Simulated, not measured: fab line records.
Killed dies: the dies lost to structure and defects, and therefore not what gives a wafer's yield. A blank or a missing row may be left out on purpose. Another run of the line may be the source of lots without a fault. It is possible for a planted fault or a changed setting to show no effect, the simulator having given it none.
8D (eight disciplines) problem report, filled in by code	flow sky130	the parts of the form that need people (team, actions taken, sign-off) are left out

## 1. THE ISSUE
Wafers without a fault read 25.00 C, standard deviation 0.11; tempC at SKY_FIELD_ISO_WET_ETCH_28 reads a mean of 41.93 C on 9 wafers belonging to 3 lots. That is +99 or more standard deviations from the usual mean.
The step: etches SiO2 in dHF, target depth 23.7 nm, time 47 s.
Seen first at day 4 14:33 on wetBench-02, wafer L981.3. The record holds 15 wafers of 5 lots with a number at this step. Rule for "out", or "out of limits": more than 4 standard deviations from the usual mean. The other wafers with a number count as sound.

## 2. WHAT IT IS, AND WHAT IT ISN'T
question	is	is not
which readings at this step	tempC, bathHeatDutyPct	-
which lots	L981, L983, L985	L971, L993
which wafers of those lots	all that have a number	-
read on which tools	wetBench-02	wetBench-03
when	from day 4 14:33	up to then (3 sound wafers); but 3 sound wafers of L993 came after

## 3. SUSPECTS, AND WHAT RULES EACH OUT
Counting: a tool at a process step up to the reading stays a suspect if it ran every lot that is out and no sound lot after the first of them.
- wetBench-02 at SKY_FIELD_ISO_WET_ETCH_28 (etches SiO2 in dHF, target depth 23.7 nm, time 47 s): kept. It processed each lot that is out, first L981 at day 4 14:33, and no sound lot thereafter; up to then, the last sound lot it processed was L971 at day 2 09:59. Out on those wafers are its own readings of bathHeatDutyPct, tempC.
The count leaves wetBench-02 at SKY_FIELD_ISO_WET_ETCH_28.

## 4. THE CAUSE (what the simulator had put in)
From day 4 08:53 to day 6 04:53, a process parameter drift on wetBench-02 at SKY_FIELD_ISO_WET_ETCH_28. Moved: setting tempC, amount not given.
This tool alone remained once counting was done.

## 5. SEQUENCE OF EFFECTS, ordered by route
Rows list readings where the struck wafers' mean (over those with a number) sits beyond 3 standard deviations from the usual. Only readings whose record carries a usual standard deviation are examined. hours: median over the lots of the time between each lot's start at the first step of this table that gives one and its start at this step. sigmas: the change, counted in usual standard deviations.
hours	step	reading	usual	on struck wafers	change	sigmas
0	SKY_FIELD_ISO_WET_ETCH_28	bathHeatDutyPct	6.3 %	30.3	+24.0	+42
0	SKY_FIELD_ISO_WET_ETCH_28	tempC	25.00 C	41.93	+16.93	+99 or more
Its process steps:
- SKY_FIELD_ISO_WET_ETCH_28: etches SiO2 in dHF, target depth 23.7 nm, time 47 s.

## 6. HOW IT WOULD HAVE BEEN CAUGHT EARLIER
First out-of-limits reading in this record: day 4 14:33, which is 6 hours after fault onset at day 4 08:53.
